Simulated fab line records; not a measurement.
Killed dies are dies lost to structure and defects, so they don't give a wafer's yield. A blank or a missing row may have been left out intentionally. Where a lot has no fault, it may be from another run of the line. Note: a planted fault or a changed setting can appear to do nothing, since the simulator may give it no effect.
Struck lot and sound lot, side by side    flow sky130    14 out of 708 route steps
Sound: wafers L549.1, L549.5, L549.6. The struck wafers were L544.1, L544.4, L544.6. The cause is given at the end.
For every step that has rows: the tool of each side, followed by ch and its chambers, followed by its first start. Under that, the readings that differ: sound wafers    struck wafers    difference of the means    sigmas: that difference in standard deviations of wafers without a fault.
alike: readings whose means differ by less than 2 such deviations, and words and numbers that are the same on both sides. not compared: withheld readings, readings that some wafer has no value for, bounds like >300 that may hide the same value, and numbers for which the record gives no deviation and whose values overlap.
Wherever a step has rows on one side only, a row that says differs or no value, or a row with sigmas, the two part there. When numbers do not overlap yet have no deviation, they are printed without sigmas and do not part them. A reading that every wafer of one side lacks parts them only if that side has two wafers or more.

first, 6 steps without rows for these wafers: SKY_PASSIVATION_HMDS_05 (prime time 60 s); SKY_PASSIVATION_COAT_06 (resist thk 3000 nm); SKY_PASSIVATION_SOFTBAKE_07; SKY_PASSIVATION_EXPOSE_08 (exposes mask NSM, target cd 3000 nm); SKY_PASSIVATION_PEB_09; SKY_PASSIVATION_DEVELOP_10 (develop time 60 s).
SKY_PASSIVATION_ETCH_11: etches the open film in CF4/O2, stops on AlCu, target depth 725 nm, time 161.1 s.
  sound on rieDiel-01 ch 0,2, day 49 12:14; struck on rieDiel-01 ch 0,1,2, day 48 06:53
  alike: drypumpMotorCurrentA, oesProductAu, throttleValvePct
  not compared: rfHoursCounterH
SKY_PASSIVATION_STRIP_12: strips in O2/N2.
  sound on plasmaAsher-04 ch 0,1, day 49 12:21; struck on plasmaAsher-04 ch 0,1, day 48 06:59
  alike: drypumpMotorCurrentA, oesProductAu, stripTimeToEndpointS
  not compared: rfHoursCounterH
then, 4 steps without rows for these wafers: SKY_PAD_OPEN_DEHYDRATE_00 (time 60 s); SKY_PAD_OPEN_HMDS_01 (prime time 60 s); SKY_PAD_OPEN_COAT_02 (resist thk 3000 nm); SKY_PAD_OPEN_SOFTBAKE_03.
SKY_PAD_OPEN_EXPOSE_04: exposes mask PDM, target cd 60000 nm.
  struck on ilineStepper-02, day 48 16:54; sound on ilineStepper-01 ch 0, day 49 20:35
  no value came back on the struck wafers for exposureDoseMJCm2, focusOffsetNm (nm); on the sound wafers exposureDoseMJCm2 reads 259.65 259.85 259.94
  alike: mask
then, 1 step without rows for these wafers: SKY_PAD_OPEN_PEB_05.

WHERE THEY PART
Within this record, at SKY_PAD_OPEN_EXPOSE_04 only.

WHY: what had been put in by the simulator
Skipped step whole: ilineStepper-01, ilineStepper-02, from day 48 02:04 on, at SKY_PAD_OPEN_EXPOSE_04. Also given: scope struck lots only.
